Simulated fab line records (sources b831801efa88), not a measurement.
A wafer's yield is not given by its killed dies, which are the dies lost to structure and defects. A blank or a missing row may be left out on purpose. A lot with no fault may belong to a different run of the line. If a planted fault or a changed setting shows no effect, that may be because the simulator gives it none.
Chamber matching | flow sfqLine | SFQ_TRILAYER_I4_DEP_PECVD_099 on pecvd-02 has 3 sister chambers
The step deposits SiO2 from SiH4/N2O, time 111.11 s, target thk 500 nm. 6 wafers are shown with their chamber, then 7 later ones without.

## WAFERS PAIRED WITH THEIR CHAMBERS
wafer  | chamber | heaterPowerW (W) | throttleValvePct (%)
L763.2 | 1       | 76               | 24.2
L775.4 | 2       | 85               | 24.3
L776.5 | 0       | 109              | 25.0
L776.6 | 1       | 78               | 25.5
L779.1 | 2       | 87               | 24.7
L779.2 | 0       | 111              | 25.3

## WAFERS WITHOUT THEIR CHAMBER
wafer  | heaterPowerW (W) | throttleValvePct (%)
L779.3 | 78               | 25.8
L780.1 | 108              | 25.8
L780.5 | 85               | 25.9
L780.6 | 112              | 25.6
L784.2 | 83               | 25.7
L784.3 | 89               | 24.4
L784.4 | 90               | 24.7

## WHICH CHAMBER EACH ONE RAN IN
wafer  | from the rows above     | in truth
L779.3 | 1                       | 1
L780.1 | 0                       | 0
L780.5 | 2                       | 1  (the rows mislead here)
L780.6 | 0                       | 0
L784.2 | can't be placed: 2 or 1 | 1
L784.3 | 2                       | 2
L784.4 | 2                       | 2
5 of 7 placed correctly. Cannot be placed on the basis of these rows: 1; the candidates contain the true chamber in 1. 1 placed wrongly.
How it was worked out, from the rows above alone: a wafer's distance from a chamber is the root of the sum, over the readings, of the square of ((its reading less the chamber's mean) divided by the reading's scatter). If the next closest chamber is less than 2 further off than the closest, the wafer can't be placed; otherwise it belongs to the closest. The mean given for a chamber averages the wafers shown for that chamber. The scatter is the square root of a quotient: the sum, over the shown wafers, of each reading's squared deviation from its chamber's mean, divided by wafers minus chambers.
